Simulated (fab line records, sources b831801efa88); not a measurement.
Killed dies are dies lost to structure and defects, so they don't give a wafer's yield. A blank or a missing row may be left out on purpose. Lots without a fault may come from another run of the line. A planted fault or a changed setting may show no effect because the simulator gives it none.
Which tool did it? | flow sky130 | 14 lots, 42 wafers sampled, at 1 step of a route of 708

WHAT THE GAUGES READ, wafer by wafer
SKY_VIA4_OVL_MEAS_11.
lot  | measured     | on         | VIA4_OVL (nm)
L394 | day 43 07:28 | overlay-02 | 0.0 0.1 0.7
L396 | day 44 04:17 | overlay-01 | -0.7 -0.6 -1.3
L397 | day 44 07:43 | overlay-01 | -2.0 -1.7 -2.7
L398 | day 44 12:44 | overlay-02 | -0.3 -0.3 -1.2
L399 | day 44 17:55 | overlay-02 | 0.1 -1.0 -2.8
L400 | day 44 21:40 | overlay-02 | -2.7 -1.2 -2.2
L401 | day 45 09:13 | overlay-01 | -0.3 0.3 -2.5
L403 | day 45 19:26 | overlay-02 | -0.4 1.0 -1.2
L407 | day 46 23:44 | overlay-02 | 0.5 0.5 -0.2
L408 | day 47 11:13 | overlay-02 | -0.5 -0.5 -0.8
L410 | day 47 19:26 | overlay-02 | 0.0 -0.8 -3.2
L412 | day 48 04:05 | overlay-02 | -3.2 -2.9 -2.9
L414 | day 48 17:08 | overlay-02 | -0.2 0.3 1.4
L415 | day 48 17:29 | overlay-01 | -2.3 -4.6 -1.9

WHICH TOOL RAN EACH LOT (tool, then ch and the chambers of the sampled wafers, then the start)
The record holds no process step before these readings.

WHAT THE TOOLS THEMSELVES READ (means of the sampled wafers that have a number; where no wafer has one, the mark that the record gives instead)
The record holds no such reading with a usual standard deviation.

THE ANSWER, worked out from the rows above alone
Rule: what is usual is taken from the lots themselves. Put in order of their means at a reading, lots are off if they are a third of the lots or fewer, leave a main group of 4 or more, and stand apart from it by a gap of 3 or more times the standard deviation of the main group's means; of several such gaps the widest counts. A main group whose means are all the same, to the digits that the tables above print for the reading, isn't used. A lot without any number at a reading at which 4 lots or more have one is off too. The other lots that the step has rows for count as sound. The gauges are gone through in route order, then the tools' own readings, and for those a lot's mean is taken as printed above. The first step at which some lot is off is used, and at that step the reading that is off furthest; a lot without a number counts as furthest.
No lot is off at any reading shown: from this, nothing can be told.

WHAT THE SIMULATOR HAD PUT IN
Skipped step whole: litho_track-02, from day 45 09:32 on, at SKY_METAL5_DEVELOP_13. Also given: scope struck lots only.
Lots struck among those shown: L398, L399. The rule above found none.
